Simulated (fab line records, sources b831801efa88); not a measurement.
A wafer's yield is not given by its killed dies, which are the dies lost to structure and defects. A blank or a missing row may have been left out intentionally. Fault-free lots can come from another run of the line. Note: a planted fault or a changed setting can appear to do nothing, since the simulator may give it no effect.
A single fault, viewed from 2 desks    flow sky130    each desk holds nothing but its own numbers, with what lay behind them at the end

== FROM THE METROLOGY DESK ==
Means of the sampled wafers that have a number, per lot and without regard to the tool the lot ran on: this is what the gauges read. A lot is out of limits, marked OUT, if its mean lies more than 4 standard deviations from the usual mean; the brackets give that distance.
Columns: A = POLY_GATE_OXIDATION_THK at SKY_POLY_GATE_THK_MEAS_21, usual 4.00 nm; B = cd-nm at SKY_POLY_GATE_CD_MEAS_22, usual 150.1 nm; C = LDD_N_OVL at SKY_LDD_N_OVL_MEAS_07, usual -0.7 nm
lot   first seen here  A     B      C
L269  day 17 00:53     3.99  150.8  0.1
L272  day 18 15:26     4.07  148.8  -1.7
L279  day 21 21:07     3.97  151.1  0.3
L281  day 22 04:30     3.97  150.8  -0.4
L286  day 23 09:40     3.92  150.5  -0.8
L289  day 24 05:58     4.06  151.1  -1.3
Result from this desk: across the 6 lots, nothing is out of limits.

== TOOL OWNER'S DESK, implanter-01 ==
The tool's own readings at SKY_LDD_N_IMPLANT_10: means of the sampled wafers that have a number, for each lot that ran on this tool. A lot is out of limits, marked OUT, if its mean lies more than 4 standard deviations from the usual mean; the brackets give that distance.
Columns: A = beam-energy-keV at SKY_LDD_N_IMPLANT_10, usual 20.000; B = end-station-pressure-torr at SKY_LDD_N_IMPLANT_10, usual 5.37e-06 Torr; C = faraday-current-uA at SKY_LDD_N_IMPLANT_10, usual 422
lot   first seen here  A                         B         C
L269  day 18 06:28     20.003                    5.25e-06  432
L279  day 23 03:42     18.838 (-99 or more) OUT  5.45e-06  422
L281  day 23 11:40     18.839 (-99 or more) OUT  5.33e-06  423
Finding of this desk: L279, L281 out of limits; the first was L279 at day 23 03:42, on beam-energy-keV at SKY_LDD_N_IMPLANT_10. L269 stayed within limits.

== BROUGHT TOGETHER ==
On L279, L281, at day 23 03:42, an alarm was possible from the tool owner's desk.
From the metrology desk's view, nothing was out of limits.
The metrology desk holds a record of L279, L281, inside its limits.
The lots listed all ran SKY_LDD_N_IMPLANT_10 on implanter-01.

== WHAT THE SIMULATOR HAD PUT IN ==
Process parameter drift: implanter-01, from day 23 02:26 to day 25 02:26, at SKY_LDD_N_IMPLANT_10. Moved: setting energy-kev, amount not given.
Shown lots that were struck: L279, L281.
Time in hours from fault onset to the first out-of-limits reading at each desk: the tool owner's desk, 1.
